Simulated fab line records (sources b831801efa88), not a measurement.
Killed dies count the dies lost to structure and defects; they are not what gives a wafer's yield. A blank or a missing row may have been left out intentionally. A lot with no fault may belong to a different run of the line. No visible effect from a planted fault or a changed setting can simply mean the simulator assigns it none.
The tool behind it: which one?    flow gf180mcu    13 lots with 39 wafers sampled at 4 steps, on a route of 602 steps

## WHAT THE GAUGES READ, wafer by wafer
GF_STI_BOW_MEAS_00. Usual: INCOMING_BOW typically reads -1 um, with standard deviation 5.7.
lot   measured     on             INCOMING_BOW (um)  flag
L769  day 1 15:00  film-metro-02  -4 -6 5            
L770  day 1 20:01  film-metro-01  2 -2 5             
L771  day 2 01:00  film-metro-01  5 1 -3             
L772  day 2 06:01  film-metro-02  3 -4 0             
L777  day 3 07:02  film-metro-04  9 -7 2             
L778  day 3 12:01  film-metro-04  11 6 0             
L780  day 3 22:02  film-metro-01  -8 -1 -3           
L784  day 4 18:00  film-metro-02  0 6 -4             
L785  day 4 23:02  film-metro-02  -2 10 10           
L786  day 5 04:01  film-metro-02  -1 3 -5            
L789  day 5 19:00  film-metro-01  -10 -3 -8          
L790  day 6 00:00  film-metro-04  -4 6 -1            
L791  day 6 05:01  film-metro-02  -2 4 -5            

GF_DUAL_GATE_OVL_MEAS_11. Usual: DUAL_GATE_OVL typically reads 0.2 nm, with standard deviation 1.5.
lot   measured      on          DUAL_GATE_OVL (nm)  flag
L769  day 8 14:31   overlay-01  0.9 1.7 1.0         
L770  day 8 20:02   overlay-01  0.4 -1.9 1.0        
L771  day 9 02:37   overlay-02  0.3 3.0 0.5         
L772  day 9 11:46   overlay-02  0.8 0.3 -0.3        
L777  day 10 21:50  overlay-01  -0.7 0.0 -1.0       
L778  day 11 07:26  overlay-02  0.8 0.3 1.7         
L780  day 11 22:32  overlay-01  1.2 -0.1 0.3        
L784  day 12 22:43  overlay-01  1.3 2.6 2.4         
L785  day 13 05:37  overlay-01  3.6 1.7 2.6         
L786  day 13 11:56  overlay-02  0.1 -2.4 -1.6       
L789  day 14 07:10  overlay-02  0.9 -0.5 -1.0       
L790  day 14 15:28  overlay-01  1.9 0.9 -0.6        
L791  day 15 00:22  overlay-01  -0.4 -0.6 -1.3      

GF_HV_LDD_THK_MEAS_55. Usual: HV_LDD_CVD_54_THK typically reads 10.00 nm, with standard deviation 0.12.
lot   measured      on             HV_LDD_CVD_54_THK (nm)  flag
L769  day 12 16:09  film-metro-03  10.04 10.06 10.12       
L770  day 13 00:47  film-metro-01  9.96 9.86 10.04         
L771  day 13 05:33  film-metro-04  10.14 10.15 10.08       
L772  day 13 17:34  film-metro-03  9.95 9.93 9.78          
L777  day 15 10:51  film-metro-01  12.11 12.09 12.05       OFF
L778  day 15 23:41  film-metro-03  11.77 11.93 11.94       OFF
L780  day 16 14:48  film-metro-04  10.09 10.17 10.15       
L784  day 17 18:02  film-metro-04  9.97 9.94 9.91          
L785  day 18 03:00  film-metro-03  9.95 9.96 10.01         
L786  day 18 12:17  film-metro-04  10.02 9.85 9.98         
L789  day 19 08:08  film-metro-03  9.86 10.02 9.97         
L790  day 19 16:56  film-metro-04  9.81 9.86 9.92          
L791  day 20 04:55  film-metro-03  9.89 10.02 9.86         

## TOOL THAT RAN EACH LOT (tool first, then ch and the chambers of the sampled wafers, then the start)
lot   GF_HV_LDD_CVD_54
L769  lpcvd-01 ch 0, day 12 15:08
L770  lpcvd-01 ch 1, day 12 22:29
L771  lpcvd-01 ch 0, day 13 04:32
L772  lpcvd-02 ch 0, day 13 16:32
L777  lpcvd-02 ch 0, day 15 09:49
L778  lpcvd-02 ch 0, day 15 22:40
L780  lpcvd-01 ch 1, day 16 13:46
L784  lpcvd-01 ch 0, day 17 17:01
L785  lpcvd-02 ch 1, day 18 01:58
L786  lpcvd-02 ch 0, day 18 11:16
L789  lpcvd-02 ch 1, day 19 07:07
L790  lpcvd-01 ch 1, day 19 15:55
L791  lpcvd-02 ch 1, day 20 03:22
- GF_HV_LDD_CVD_54: deposits SiO2 from TEOS, target thk 10 nm, time 75 s.

## WHAT THE TOOLS THEMSELVES READ (means of the sampled wafers that have a number; where no wafer has one, the mark that the record gives instead)
GF_HV_LDD_CVD_54. Usual: spike-tc-centre-C 680.9 C, standard deviation 1.7; spike-tc-lower-C 679.7 C, standard deviation 1.4; spike-tc-top-C 695.7 C, standard deviation 3; spike-tc-upper-C 681.4 C, standard deviation 1.2; zone-power-centre-pct 11.1 %, standard deviation 1.5.
lot   tool      spike-tc-centre-C (C)  spike-tc-lower-C (C)  spike-tc-top-C (C)  spike-tc-upper-C (C)  zone-power-centre-pct (%)  flag
L769  lpcvd-01  681.7                  679.1                 690.6               680.2                 13.1                       
L770  lpcvd-01  681.3                  678.9                 696.3               681.6                 9.8                        
L771  lpcvd-01  682.1                  678.6                 690.3               679.9                 13.2                       
L772  lpcvd-02  678.3                  680.0                 695.9               682.8                 12.6                       
L777  lpcvd-02  686.8                  687.1                 704.5               690.6                 13.0                       OFF
L778  lpcvd-02  685.6                  687.8                 703.4               690.0                 13.0                       OFF
L780  lpcvd-01  682.2                  678.6                 696.3               682.1                 9.7                        
L784  lpcvd-01  682.8                  678.7                 690.5               681.0                 13.0                       
L785  lpcvd-02  681.1                  681.0                 698.4               680.6                 10.0                       
L786  lpcvd-02  677.6                  679.8                 696.0               683.0                 12.7                       
L789  lpcvd-02  681.1                  680.6                 698.5               680.9                 10.0                       
L790  lpcvd-01  681.4                  678.8                 696.5               681.5                 9.7                        
L791  lpcvd-02  680.4                  680.8                 698.8               681.2                 10.1                       

## THE ANSWER, worked out from the rows above alone
Rule: a lot is off if the mean of its wafers that have a number lies more than 3 standard deviations from the usual mean. Also off: a lot with no number at a reading for which 4 or more lots have one. Where the step has rows for the other lots, those lots are counted as sound. After the gauges, taken in route order, come the tools' own readings; for these a lot's mean is taken, as printed above. The first step at which some lot is off is used, and at that step the reading that is off furthest; a lot without a number counts as furthest.
Off: at GF_HV_LDD_THK_MEAS_55 (HV_LDD_CVD_54_THK), L777, L778.
A tool fits if, at a process step before that reading, it ran every lot that is off, and no sound lot after the first of them. The gauges at GF_HV_LDD_THK_MEAS_55 aren't tried: what is off there is off at GF_HV_LDD_CVD_54 too, on other tools, and a gauge's error can't cause that. None of those tried fits.

## WHAT THE SIMULATOR HAD PUT IN
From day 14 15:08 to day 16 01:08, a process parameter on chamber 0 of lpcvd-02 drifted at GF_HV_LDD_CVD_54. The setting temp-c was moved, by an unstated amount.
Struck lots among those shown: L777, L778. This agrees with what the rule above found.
